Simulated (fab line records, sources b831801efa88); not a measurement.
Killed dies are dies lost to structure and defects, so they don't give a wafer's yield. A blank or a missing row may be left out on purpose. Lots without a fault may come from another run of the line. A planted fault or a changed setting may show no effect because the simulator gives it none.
fab line records | flow sky130
record lots=7 wafers=21 last_day=50
route steps=708 shown VT_ADJUST_HVTR@139 VT_ADJUST_PCH@143 SONOS_TUNNEL@154 PAD_OPEN@708
lots that met no fault: from a run of the same line without faults
start_h: hours from the record's first day to the start of the lot's first wafer shown | wait_h: hours since the lot's step before | " the same as in the row above | L1.1+2: a row that stands for several wafers | - no value, or no start given | * or withheld: withheld | < > ~ a bound
route shown NAME@n: a module of which the file shows steps, and the number in the route of the first | usual: mean/standard deviation of fault-free wafers | same: alike in all rows | chamber/n: place in a boat | sites: the reading at each site | _std_site: their standard deviation | _edge_site: outer sites' mean less inner sites' | radius_mm: how far each site lies from the wafer's centre | mask NAME#n: copy n | behind: the tool/chamber that last shaped the wafer | hold: why the lot was held/for how many hours/how that ended | device: the transistor (n, p or np) that didn't switch | end of line: the same wafers' tests at the end of the route | a step without rows: its recipe alone | killed: dies lost to structure and defects at the first sort, not the wafer's yield | map: a wafer's dies, x killed, . not, _ none there
set.NAME: the setting as run; set.NAME@STEP: as run at that earlier step | model.NAME: the simulator's own value behind a step, which no gauge read
lots at some steps of the route; a table a step, a row a wafer
services: from which hour (start_h, from the record's first day; less than 0 if before it) a tool's chamber was out of use, for how many hours, and why
## steps
# step SKY_VT_ADJUST_HVTR_OVL_MEAS_08
# usual VT_ADJUST_HVTR_OVL=0.3/1.5
# columns lot.wafer tool chamber start_h wait_h VT_ADJUST_HVTR_OVL[nm]
L669.2 overlay-02 - 207.96 0.1 1.7
L669.3 " - " " 1.8
L669.4 " - " " 1.9
L673.1 overlay-01 - 237.55 0.1 1.9
L673.2 " - " " 2.5
L673.3 " - " " 2.4
L678.1 overlay-01 - 272.62 0.1 1.8
L678.2 " - " " 0.4
L678.3 " - " " 3.3
L681.1 overlay-01 - 299.79 0.1 -1.1
L681.2 " - " " 0.2
L681.4 " - " " -3.0
L682.4 overlay-01 - 302.32 0.1 0.6
L682.5 " - " " -1.3
L682.6 " - " " 1.7
L686.2 overlay-02 - 330.42 0.1 -0.8
L686.4 " - " " -1.8
L686.5 " - " " 0.5
L691.1 overlay-01 - 370.65 0.1 -1.5
L691.3 " - " " 0.1
L691.5 " - " " -0.1
# step SKY_VT_ADJUST_HVTR_IMPLANT_09
# recipe species=B energy_kev=10 dose_cm2=2.086e+12 tilt_deg=withheld
# step SKY_VT_ADJUST_HVTR_STRIP_10
# recipe chemistry=O2/N2 power_w=1400 pressure_mtorr=1500 platen_temp_c=withheld o2_flow_sccm=3000 n2_flow_sccm=300 overash_fraction=0.5
# usual drypump_motor_current_A=5.6/0.35 oes_product_au=0.716/0.0049 strip_time_to_endpoint_s=14.16/0.032
# columns lot.wafer tool chamber start_h wait_h drypump_motor_current_A oes_product_au rf_hours_counter_h strip_time_to_endpoint_s
L669.2 plasma_asher-01 1 208.14 0.1 5.5 0.722 52 14.21
L669.3 " 1 " " 5.5 0.716 - 14.15
L669.4 " 0 " " 5.3 0.707 - 14.17
L673.1 plasma_asher-04 1 237.74 0.1 6.3 0.712 43 14.13
L673.2 " 0 " " 5.6 0.715 43 14.14
L673.3 " 0 " " 5.6 0.712 - 14.10
L678.1 plasma_asher-03 0 272.80 0.1 5.7 0.711 57 14.12
L678.2 " 1 " " 5.2 0.715 57 14.12
L678.3 " 0 " " 5.7 0.718 - 14.12
L681.1 plasma_asher-04 1 299.98 0.1 6.3 0.729 50 14.22
L681.2 " 0 " " 5.6 0.725 50 14.18
L681.4 " 1 " " 6.3 0.720 - 14.17
L682.4 plasma_asher-04 1 302.52 0.1 6.3 0.714 - 14.18
L682.5 " 0 " " 5.6 0.713 - 14.19
L682.6 " 1 " " 6.3 0.715 - 14.21
L686.2 plasma_asher-03 0 330.60 0.1 5.7 0.701 63 14.19
L686.4 " 1 " " 5.3 0.716 - 14.14
L686.5 " 0 " " 5.7 0.712 - 14.16
L691.1 plasma_asher-01 0 370.83 0.1 5.4 0.716 68 14.20
L691.3 " 0 " " 5.4 0.718 - 14.16
L691.5 " 0 " " 5.3 0.716 - 14.19
# step SKY_VT_ADJUST_HVTR_TW_MEAS_11
# usual VT_ADJUST_HVTR_TW=211.3/1.2
# columns lot.wafer tool chamber start_h wait_h VT_ADJUST_HVTR_TW
L669.2 film_metro-03 - 208.25 0.1 210.7
L669.3 " - " " 212.1
L669.4 " - " " 210.9
L673.1 film_metro-03 - 237.84 0.1 212.2
L673.2 " - " " 213.7
L673.3 " - " " 212.5
L678.1 film_metro-04 - 272.90 0.1 211.1
L678.2 " - " " 210.5
L678.3 " - " " 210.9
L681.1 film_metro-02 - 300.08 0.1 212.1
L681.2 " - " " 211.4
L681.4 " - " " 211.6
L682.4 film_metro-02 - 302.62 0.1 210.5
L682.5 " - " " 212.7
L682.6 " - " " 211.1
L686.2 film_metro-03 - 330.71 0.1 209.4
L686.4 " - " " 209.5
L686.5 " - " " 209.8
L691.1 film_metro-04 - 370.93 0.1 210.8
L691.3 " - " " 210.5
L691.5 " - " " 210.8
# step SKY_VT_ADJUST_PCH_DEHYDRATE_00
# recipe temp_c=200 time_s=60
# step SKY_VT_ADJUST_PCH_HMDS_01
# recipe prime_time_s=60 prime_temp_c=120
# step SKY_VT_ADJUST_PCH_COAT_02
# recipe spin_rpm=2000 resist_thk_nm=3000
# step SKY_VT_ADJUST_PCH_SOFTBAKE_03
# recipe temp_c=110 time_s=withheld
# step SKY_VT_ADJUST_PCH_EXPOSE_04
# recipe mask_id=NWM na=0.6 source_shape=conventional sigma_outer=0.6 polarization=unpolarized target_cd_nm=840 dose_mj=255
# step SKY_VT_ADJUST_PCH_PEB_05
# recipe temp_c=115 time_s=withheld
# step SKY_VT_ADJUST_PCH_DEVELOP_06
# recipe wall_angle_deg=90 developer=TMAH develop_time_s=60 dev_temp_c=23
# step SKY_VT_ADJUST_PCH_OVL_MEAS_07
# usual VT_ADJUST_PCH_OVL=1.7/1.4
# columns lot.wafer tool chamber start_h wait_h VT_ADJUST_PCH_OVL[nm]
L669.2 overlay-01 - 230.50 - 0.1
L669.3 " - " " 1.7
L669.4 " - " " -0.1
L673.1 overlay-01 - 260.44 - 3.3
L673.2 " - " " 2.5
L673.3 " - " " 2.5
L678.1 overlay-02 - 298.14 - -1.5
L678.2 " - " " -2.1
L678.3 " - " " -0.1
L681.1 overlay-01 - 326.06 - 0.8
L681.2 " - " " -0.4
L681.4 " - " " 1.4
L682.4 overlay-01 - 328.61 - 3.2
L682.5 " - " " 3.7
L682.6 " - " " 3.0
L686.2 overlay-02 - 358.60 - 1.6
L686.4 " - " " 1.8
L686.5 " - " " 1.6
L691.1 overlay-02 - 399.91 - 1.7
L691.3 " - " " 2.6
L691.5 " - " " 3.5
# step SKY_VT_ADJUST_PCH_IMPLANT_08
# recipe species=B energy_kev=10 dose_cm2=5e+11 tilt_deg=withheld
# usual beam_energy_keV=10.000/0.0034 dose_ions_cm2=5e+11/4.7e+08 faraday_current_uA=2.82/0.061
# columns lot.wafer tool chamber start_h wait_h beam_energy_keV dose_ions_cm2 faraday_current_uA
L669.2 implanter-03 0 230.55 0.0 9.999 5.001e+11 2.75
L669.3 " 0 " " 10.000 5.001e+11 2.90
L669.4 " 0 " " 10.002 4.997e+11 2.89
L673.1 implanter-02 0 260.48 0.0 10.004 5.007e+11 2.75
L673.2 " 0 " " 10.006 5.006e+11 2.88
L673.3 " 0 " " 10.003 5.003e+11 2.74
L678.1 implanter-02 0 298.18 0.0 10.001 6.664e+11 3.85
L678.2 " 0 " " 10.007 6.666e+11 3.83
L678.3 " 0 " " 10.001 6.671e+11 3.75
L681.1 implanter-02 0 326.10 0.0 9.994 6.666e+11 3.75
L681.2 " 0 " " 9.998 6.664e+11 3.92
L681.4 " 0 " " 9.997 6.66e+11 3.73
L682.4 implanter-02 0 328.71 0.1 10.007 6.667e+11 3.77
L682.5 " 0 " " 9.999 6.67e+11 3.83
L682.6 " 0 " " 10.003 6.674e+11 3.82
L686.2 implanter-03 0 358.65 0.0 9.997 4.997e+11 2.81
L686.4 " 0 " " 9.999 4.996e+11 2.84
L686.5 " 0 " " 10.000 4.997e+11 2.73
L691.1 implanter-02 0 399.95 0.0 10.000 4.997e+11 2.85
L691.3 " 0 " " 10.006 5.001e+11 2.77
L691.5 " 0 " " 10.005 5.005e+11 2.85
# step SKY_VT_ADJUST_PCH_STRIP_09
# recipe chemistry=O2/N2 power_w=1400 pressure_mtorr=1500 platen_temp_c=withheld o2_flow_sccm=3000 n2_flow_sccm=300 overash_fraction=0.5
# usual drypump_motor_current_A=5.6/0.33 oes_product_au=0.722/0.0043 strip_time_to_endpoint_s=36.85/0.088
# columns lot.wafer tool chamber start_h wait_h drypump_motor_current_A oes_product_au rf_hours_counter_h strip_time_to_endpoint_s
L669.2 plasma_asher-01 0 230.68 0.1 5.3 0.724 54 36.78
L669.3 " 1 " " 5.5 0.714 - 36.88
L669.4 " 0 " " 5.3 0.722 - 36.92
L673.1 plasma_asher-02 0 260.63 0.1 5.3 0.722 13 36.80
L673.2 " 1 " " 6.2 0.721 13 36.73
L673.3 " 0 " " 5.3 0.724 - 36.77
L678.1 plasma_asher-03 0 298.33 0.1 5.7 0.723 59 36.98
L678.2 " 1 " " 5.3 0.719 59 36.92
L678.3 " 1 " " 5.3 0.722 - 37.00
L681.1 plasma_asher-03 1 326.25 0.1 5.3 0.723 62 36.79
L681.2 " 0 " " 5.7 0.720 62 36.70
L681.4 " 0 " " 5.7 0.726 - 36.74
L682.4 plasma_asher-03 0 328.81 0.1 5.7 0.724 - 36.88
L682.5 " 0 " " 5.7 0.721 - 36.77
L682.6 " 1 " " 5.2 0.719 - 36.80
L686.2 plasma_asher-02 0 358.78 0.1 5.2 0.728 23 36.78
L686.4 " 1 " " 6.1 0.723 - 36.84
L686.5 " 0 " " 5.2 0.722 - 36.83
L691.1 plasma_asher-02 1 400.10 0.1 6.2 0.717 27 36.87
L691.3 " 0 " " 5.3 0.715 - 36.79
L691.5 " 1 " " 6.2 0.725 - 36.81
# step SKY_VT_ADJUST_PCH_TW_MEAS_10
# usual VT_ADJUST_PCH_TW=143.0/0.65
# columns lot.wafer tool chamber start_h wait_h VT_ADJUST_PCH_TW
L669.2 film_metro-03 - 230.79 0.1 142.8
L669.3 " - " " 143.8
L669.4 " - " " 143.4
L673.1 film_metro-01 - 260.73 0.1 142.6
L673.2 " - " " 142.8
L673.3 " - " " 142.3
L678.1 film_metro-03 - 298.43 0.1 153.8
L678.2 " - " " 153.3
L678.3 " - " " 153.8
L681.1 film_metro-02 - 326.35 0.1 154.3
L681.2 " - " " 153.5
L681.4 " - " " 153.7
L682.4 film_metro-02 - 328.91 0.1 154.1
L682.5 " - " " 154.1
L682.6 " - " " 153.8
L686.2 film_metro-02 - 358.89 0.1 143.0
L686.4 " - " " 142.8
L686.5 " - " " 142.9
L691.1 film_metro-01 - 400.20 0.1 142.7
L691.3 " - " " 141.9
L691.5 " - " " 142.9
# step SKY_SONOS_TUNNEL_DEHYDRATE_00
# recipe temp_c=200 time_s=60
# step SKY_PAD_OPEN_PROBE_99
# usual killed_at_M0_to_M3=44/6.3 killed_at_M4_up=3.1/2 killed_at_contacts=24/4.8 killed_at_front_end=15/4.6 killed_at_other=0.2/0.51 killed_dies=87/8.4 killed_open=48/6.4 killed_short=39/5.9
# same gross_dies=492 killed_at_back_side=0
# columns lot.wafer tool chamber start_h wait_h killed_at_M0_to_M3 killed_at_M4_up killed_at_contacts killed_at_front_end killed_at_other killed_dies killed_open killed_short model.etest.pfet_g5v0d10v5.drive_ua_um model.etest.pfet_01v8_lvt.drive_ua_um model.etest.pfet_g5v0d10v5.off_log10_a_um model.etest.pfet_01v8_lvt.off_log10_a_um model.etest.pfet_g5v0d10v5.vt_sat_v model.etest.pfet_16v.vt_v model.etest.pfet_g5v0d10v5.vt_v model.etest.pfet_g5v0d10v5.vt_long_v
L669.2 prober-01 - 1080.91 0.1 37 0 32 13 1 83 46 37 341.4 170.2 -12.76 -9.024 -0.6529 -1.119 -0.8464 -0.9473
L669.3 prober-01 - 1080.96 0.2 48 1 18 13 0 80 47 33 340.3 166.9 -12.81 -9.213 -0.6505 -1.129 -0.8374 -0.9548
L669.4 prober-01 - 1081.01 0.2 50 3 32 14 1 100 53 47 340.2 169.7 -12.89 -9.172 -0.6558 -1.119 -0.847 -0.9481
L673.1 prober-01 - 1102.51 0.1 38 2 23 14 0 77 41 36 338.3 175.7 -12.74 -9.084 -0.6608 -1.105 -0.8466 -0.9308
L673.2 prober-01 - 1102.56 0.1 44 4 26 6 0 80 37 43 339.3 175.2 -12.76 -9.124 -0.6692 -1.111 -0.8598 -0.9356
L673.3 prober-01 - 1102.61 0.2 49 2 24 25 0 100 54 46 344.7 174.8 -12.36 -9.138 -0.6179 -1.102 -0.8083 -0.9277
L678.1 prober-02 - 1137.65 0.1 37 0 25 22 0 84 47 37 350.4 182.8 -11.68 -8.021 -0.5499 -1.028 -0.7589 -0.8676
L678.2 prober-02 - 1137.70 0.1 54 2 22 16 0 94 58 36 348.2 179.6 -11.65 -8.107 -0.5459 -1.035 -0.7586 -0.8765
L678.3 prober-02 - 1137.75 0.2 52 2 25 9 0 88 50 38 349.9 182.4 -11.73 -8.06 -0.564 -1.041 -0.7755 -0.8694
L681.1 prober-01 - 1152.21 0.1 52 3 20 23 1 99 48 51 344.9 181.2 -11.75 -8.256 -0.5468 -1.022 -0.7569 -0.8542
L681.2 prober-01 - 1152.26 0.1 49 4 24 16 0 93 49 44 348.6 181.2 -11.33 -8.13 -0.5039 -1.022 -0.7169 -0.8588
L681.4 prober-01 - 1152.36 0.2 63 0 19 17 0 99 55 44 351 181.8 -11.5 -8.233 -0.5291 -1.018 -0.7444 -0.8511
L682.4 prober-02 - 1154.60 0.2 59 3 16 13 0 91 50 41 350.9 183.9 -11.76 -8.179 -0.5573 -1.016 -0.7756 -0.8631
L682.5 prober-02 - 1154.65 0.2 50 4 23 14 0 91 53 38 350 178.7 -11.78 -8.125 -0.5548 -1.017 -0.7705 -0.8578
L682.6 prober-02 - 1154.70 0.2 44 3 32 12 0 91 47 44 350.9 179.9 -11.87 -8.123 -0.5572 -1.017 -0.7753 -0.8572
L686.2 prober-01 - 1176.38 0.1 47 4 21 12 0 84 43 41 346.1 173.3 -12.24 -8.914 -0.6133 -1.101 -0.8106 -0.9299
L686.4 prober-01 - 1176.48 0.2 47 2 25 17 0 91 50 41 349.7 177.9 -12.27 -8.851 -0.607 -1.095 -0.8105 -0.9266
L686.5 prober-01 - 1176.53 0.2 43 2 25 11 0 81 43 38 344.1 178.7 -12.34 -8.852 -0.6166 -1.092 -0.8189 -0.9214
L691.1 prober-02 - 1194.85 0.1 41 2 22 9 0 74 45 29 347.4 176.5 -12.57 -8.386 -0.636 -1.087 -0.8253 -0.9154
L691.3 prober-02 - 1194.95 0.2 57 2 24 15 0 98 61 37 347.3 176.3 -12.64 -8.598 -0.6436 -1.094 -0.8326 -0.9179
L691.5 prober-02 - 1195.05 0.2 38 0 35 16 2 91 49 42 350.8 176.8 -12.5 -8.532 -0.6158 -1.084 -0.8073 -0.919
# killed by level:class
L669.2 CONTACT:geometric_particle:open=11 CONTACT:geometric_particle:short=10 VIA1:geometric_particle:open=7 VIA2:geometric_particle:open=6 LI_CONTACT:geometric_particle:open=5 VIA3:geometric_particle:open=4 POLY_GATE:geometric_particle:short=4 VIA1:geometric_particle:short=4
L669.3 VIA1:geometric_particle:open=12 VIA3:geometric_particle:open=8 CONTACT:geometric_particle:open=7 METAL2:geometric_particle:short=7 FIELD_ISO:geometric_particle:open=6 LI_CONTACT:geometric_particle:open=6 VIA1:geometric_particle:short=5 METAL1:geometric_particle:short=4
L669.4 METAL1:geometric_particle:short=11 CONTACT:geometric_particle:open=11 VIA1:geometric_particle:open=8 LI_CONTACT:geometric_particle:open=7 VIA2:geometric_particle:open=7 VIA3:geometric_particle:open=6 CONTACT:geometric_particle:short=6 VIA1:geometric_particle:short=6
L673.1 VIA1:geometric_particle:open=10 METAL2:geometric_particle:short=9 POLY_GATE:geometric_particle:open=7 CONTACT:geometric_particle:open=6 CONTACT:geometric_particle:short=5 LI_CONTACT:geometric_particle:open=5 VIA3:geometric_particle:open=5 METAL1:geometric_particle:short=4
L673.2 VIA3:geometric_particle:open=10 VIA1:geometric_particle:open=8 LOCAL_INTERCONNECT:geometric_particle:short=7 CONTACT:geometric_particle:open=7 VIA1:geometric_particle:short=6 LI_CONTACT:geometric_particle:short=5 CONTACT:geometric_particle:short=5 METAL2:geometric_particle:short=5
L673.3 VIA1:geometric_particle:open=16 POLY_GATE:geometric_particle:open=7 CONTACT:geometric_particle:open=7 POLY_GATE:geometric_particle:short=6 CONTACT:geometric_particle:short=6 METAL2:geometric_particle:short=6 LI_CONTACT:geometric_particle:open=5 METAL1:geometric_particle:short=5
L678.1 CONTACT:geometric_particle:open=11 LI_CONTACT:geometric_particle:open=10 VIA1:geometric_particle:open=7 POLY_GATE:geometric_particle:open=6 METAL1:geometric_particle:short=5 VIA1:geometric_particle:short=5 FIELD_ISO:geometric_particle:short=4 VIA2:geometric_particle:short=4
L678.2 VIA1:geometric_particle:open=23 CONTACT:geometric_particle:open=10 VIA3:geometric_particle:open=8 VIA2:geometric_particle:short=6 LI_CONTACT:geometric_particle:open=5 FIELD_ISO:geometric_particle:open=4 POLY_GATE:geometric_particle:open=4 POLY_GATE:geometric_particle:short=4
L678.3 VIA1:geometric_particle:open=14 CONTACT:geometric_particle:open=12 VIA2:geometric_particle:open=7 VIA1:geometric_particle:short=6 LI_CONTACT:geometric_particle:open=5 METAL1:geometric_particle:short=5 METAL3:geometric_particle:short=5 VIA3:geometric_particle:open=5
L681.1 VIA1:geometric_particle:short=10 VIA1:geometric_particle:open=10 METAL2:geometric_particle:short=8 FIELD_ISO:geometric_particle:short=7 VIA3:geometric_particle:open=7 FIELD_ISO:geometric_particle:open=6 LOCAL_INTERCONNECT:geometric_particle:short=6 VIA2:geometric_particle:open=6
L681.2 VIA1:geometric_particle:open=13 CONTACT:geometric_particle:open=11 VIA1:geometric_particle:short=7 METAL1:geometric_particle:short=6 POLY_GATE:geometric_particle:short=5 LOCAL_INTERCONNECT:geometric_particle:short=5 VIA3:geometric_particle:open=5 VIA2:geometric_particle:open=5
L681.4 VIA1:geometric_particle:open=16 VIA3:geometric_particle:open=12 CONTACT:geometric_particle:open=8 METAL2:geometric_particle:short=7 VIA1:geometric_particle:short=7 POLY_GATE:geometric_particle:short=6 FIELD_ISO:geometric_particle:short=5 LI_CONTACT:geometric_particle:open=5
L682.4 VIA1:geometric_particle:open=15 VIA1:geometric_particle:short=8 METAL2:geometric_particle:short=8 LI_CONTACT:geometric_particle:open=7 CONTACT:geometric_particle:open=7 METAL1:geometric_particle:short=7 FIELD_ISO:geometric_particle:short=5 VIA2:geometric_particle:open=5
L682.5 LI_CONTACT:geometric_particle:open=9 VIA3:geometric_particle:open=9 VIA1:geometric_particle:open=8 METAL2:geometric_particle:short=7 CONTACT:geometric_particle:open=6 VIA2:geometric_particle:open=6 LI_CONTACT:geometric_particle:short=5 FIELD_ISO:geometric_particle:open=4
L682.6 LI_CONTACT:geometric_particle:open=11 CONTACT:geometric_particle:open=9 VIA1:geometric_particle:open=9 METAL2:geometric_particle:short=7 VIA3:geometric_particle:short=6 VIA3:geometric_particle:open=6 VIA2:geometric_particle:open=5 POLY_GATE:geometric_particle:short=5
L686.2 CONTACT:geometric_particle:open=11 VIA1:geometric_particle:open=11 VIA2:geometric_particle:open=6 VIA3:geometric_particle:open=5 METAL1:geometric_particle:short=5 VIA2:geometric_particle:short=4 METAL3:geometric_particle:short=4 VIA3:geometric_particle:short=4
L686.4 CONTACT:geometric_particle:open=15 VIA3:geometric_particle:open=8 VIA1:geometric_particle:open=8 METAL1:geometric_particle:short=7 FIELD_ISO:geometric_particle:short=6 FIELD_ISO:geometric_particle:open=6 VIA1:geometric_particle:short=6 CONTACT:geometric_particle:short=4
L686.5 CONTACT:geometric_particle:open=13 VIA1:geometric_particle:open=9 LI_CONTACT:geometric_particle:open=6 METAL1:geometric_particle:short=6 VIA1:geometric_particle:short=6 METAL2:geometric_particle:short=4 VIA2:geometric_particle:open=4 FIELD_ISO:geometric_particle:short=3
L691.1 CONTACT:geometric_particle:open=10 VIA2:geometric_particle:open=9 VIA1:geometric_particle:open=8 METAL2:geometric_particle:short=7 METAL1:geometric_particle:short=6 CONTACT:geometric_particle:short=5 VIA3:geometric_particle:open=4 LI_CONTACT:geometric_particle:open=4
L691.3 VIA1:geometric_particle:open=20 CONTACT:geometric_particle:open=10 VIA3:geometric_particle:open=9 VIA2:geometric_particle:open=7 VIA1:geometric_particle:short=7 LOCAL_INTERCONNECT:geometric_particle:open=5 CONTACT:geometric_particle:short=5 FIELD_ISO:geometric_particle:open=4
L691.5 CONTACT:geometric_particle:open=14 VIA1:geometric_particle:open=13 CONTACT:geometric_particle:short=8 METAL1:geometric_particle:short=6 LI_CONTACT:geometric_particle:open=5 VIA3:geometric_particle:open=5 FIELD_ISO:geometric_particle:short=4 POLY_GATE:geometric_particle:open=4
## services
# columns tool chamber start_h hours kind
implanter-02 - 192.79 5.4 pm
plasma_asher-03 - 258.69 12.5 repair
implanter-02 - 294.29 3.8 repair
plasma_asher-02 - 303.91 1.5 repair
implanter-03 - 326.95 16.5 pm
implanter-02 - 381.26 1.4 repair
## key
first_sign step=SKY_VT_ADJUST_PCH_IMPLANT_08 reading=dose_ions_cm2 direction=up sigmas=99+ usual=* struck=*
effect step=SKY_VT_ADJUST_PCH_IMPLANT_08 reading=faraday_current_uA direction=up sigmas=16 usual=2.82 struck=3.80
effect step=SKY_VT_ADJUST_PCH_TW_MEAS_10 reading=VT_ADJUST_PCH_TW direction=up sigmas=17 usual=143.0 struck=153.8
model_effect step=SKY_PAD_OPEN_PROBE_99 value=etest.pfet_g5v0d10v5.drive_ua_um without=341.7 struck=349.4
met_at SKY_VT_ADJUST_PCH_IMPLANT_08
struck_wafers L678.1,L678.2,L678.3,L681.1,L681.2,L681.4,L682.4,L682.5,L682.6
tester_left_out L678,L681,L682
onset_between 260.48 298.18
fault kind=process_parameter_drift tool=implanter-02 chamber=- onset_h=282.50 steps=SKY_VT_ADJUST_PCH_IMPLANT_08 channel=dose_cm2 offset=* shape=step end_h=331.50 acts_in=* stated=*
# tester_left_out: of these lots the tester's yield and bins aren't shown, on N5 and GAA mostly nor the transistor test; their killed dies are dies lost to structure and defects alone, not to doping, threshold or leakage, so they don't give the yield
